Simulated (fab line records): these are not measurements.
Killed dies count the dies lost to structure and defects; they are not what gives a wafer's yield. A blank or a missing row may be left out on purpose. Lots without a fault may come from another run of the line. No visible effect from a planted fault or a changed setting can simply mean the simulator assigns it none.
Lot-split experiment + flow sky130 + route with 708 steps; 5 lots, 23 wafers read

## SPLIT DETAILS
At SKY_LDD_HVP_SOFTBAKE_03 (time 60 s), the setting temp c was moved away from the recipe's 90 C on 12 of the 23 wafers read, by -3.3% to -1.5%. All remaining wafers had this setting at the recipe value.

No step appears in the file between the split and the reading.

## THE READING
NOVOLAK_of_LDD_HVP_COAT_02.thk nm (the simulator's own value, which no gauge read), in nm, at SKY_LDD_HVP_DEVELOP_06 (develop time 60 s). The file does not state a usual value for it. Average 300.6 nm, standard deviation 0.98 nm, over the 11 wafers here run with the recipe.

| wafer  | tool, chamber at the split | temp c as run, C | against the recipe | NOVOLAK_of_LDD_HVP_COAT_02.thk nm, nm | against lot-mates on the recipe |
|--------|----------------------------|------------------|--------------------|---------------------------------------|---------------------------------|
| L074.1 | litho track-02, 0          | 88.65            | -1.5%              | 300.6                                 | +1.5                            |
| L074.2 | litho track-02, 0          | 88.65            | -1.5%              | 299.3                                 | +0.2                            |
| L074.3 | litho track-02, 0          | 88.65            | -1.5%              | 300.5                                 | +1.4                            |
| L074.4 | litho track-02, 0          | 90               | recipe             | 299                                   | -                               |
| L074.6 | litho track-02, 0          | 90               | recipe             | 299.2                                 | -                               |
| L075.1 | litho track-03, 0          | 90               | recipe             | 299.8                                 | -                               |
| L075.3 | litho track-03, 0          | 88.66            | -1.5%              | 300.9                                 | +1.0                            |
| L075.4 | litho track-03, 0          | 90               | recipe             | 300                                   | -                               |
| L075.5 | litho track-03, 0          | 88.66            | -1.5%              | 301.1                                 | +1.2                            |
| L075.6 | litho track-03, 0          | 88.66            | -1.5%              | 301.6                                 | +1.7                            |
| L076.1 | litho track-04, 0          | 88.21            | -2.0%              | 304.2                                 | +2.4                            |
| L076.2 | litho track-04, 0          | 90               | recipe             | 301.2                                 | -                               |
| L076.3 | litho track-04, 0          | 88.21            | -2.0%              | 303.2                                 | +1.4                            |
| L076.5 | litho track-04, 0          | 90               | recipe             | 302.4                                 | -                               |
| L076.6 | litho track-04, 0          | 88.21            | -2.0%              | 303.2                                 | +1.4                            |
| L077.1 | litho track-04, 0          | 87.06            | -3.3%              | 303.7                                 | +2.3                            |
| L077.2 | litho track-04, 0          | 87.06            | -3.3%              | 304.5                                 | +3.1                            |
| L077.3 | litho track-04, 0          | 90               | recipe             | 301.2                                 | -                               |
| L077.4 | litho track-04, 0          | 90               | recipe             | 301.5                                 | -                               |
| L077.6 | litho track-04, 0          | 87.06            | -3.3%              | 304.2                                 | +2.8                            |
| L081.1 | litho track-02, 0          | 90               | recipe             | 300.5                                 | -                               |
| L081.2 | litho track-02, 0          | 90               | recipe             | 301                                   | -                               |
| L081.3 | litho track-02, 0          | 90               | recipe             | 300.8                                 | -                               |

FIT RESULTS
A straight line over all 23 wafers: NOVOLAK_of_LDD_HVP_COAT_02.thk nm changes by -1.02 nm for each +1% of temp c; r = -0.73; the points scatter about the line by 1.2 nm.
The same after taking each lot's own level away (the mean of its wafers on the recipe; 23 wafers): -0.847 nm for each +1%; r = -0.93; scatter 0.4 nm.
On that fit, the largest move of temp c shifts the reading by 2.8 nm.
The lots' own levels span 299.10 to 301.80 nm, that is 2.8 times the standard deviation above.
So the lot-to-lot level blurs the effect unless lot-mates are compared.
Check: for one of the wafers moved furthest among these (-3.3%), held out of the fit, the line's prediction against its lot-mates is +2.85 nm. Against them it came out at +2.35 nm.

## ADDITIONAL SPLITS CARRIED BY THESE WAFERS
These wafers also went through other splits before the reading. Each is held against what the fit with the lots' levels taken away leaves over:
| other split on the same wafers             | wafers away from the commonest value | r with NOVOLAK_of_LDD_HVP_COAT_02.thk nm (lot level and that fit taken away) |
|--------------------------------------------|--------------------------------------|------------------------------------------------------------------------------|
| SKY_VT_ADJUST_HVTR_IMPLANT_09 dose cm2     | 7                                    | +0.07                                                                        |
| SKY_SONOS_TUNNEL_DEVELOP_06 develop time s | 8                                    | -0.10                                                                        |
| SKY_SONOS_ONO_EXPOSE_10 dose mj            | 7                                    | -0.16                                                                        |
| SKY_GATE_OXIDE_OXIDATION_01 ox time s      | 18                                   | -0.11                                                                        |
| SKY_GATE_OXIDE_IMPLANT_11 energy kev       | 5                                    | +0.21                                                                        |
| SKY_RES_PROTECT_COAT_02 resist thk nm      | 12                                   | +0.26                                                                        |
| SKY_POLY_GATE_IMPLANT_02 dose cm2          | 6                                    | +0.19                                                                        |
| SKY_LDD_N_IMPLANT_09 energy kev            | 10                                   | -0.09                                                                        |
| SKY_LDD_P_COAT_02 resist thk nm            | 8                                    | -0.24                                                                        |
| SKY_LDD_P_DEVELOP_06 dev temp c            | 10                                   | +0.07                                                                        |
| SKY_LDD_HVN_IMPLANT_08 dose cm2            | 11                                   | +0.13                                                                        |

## THE FILE'S OWN FIT
NOVOLAK_of_LDD_HVP_COAT_02.thk nm changes by -0.845 nm for each +1% of temp c, r = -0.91.
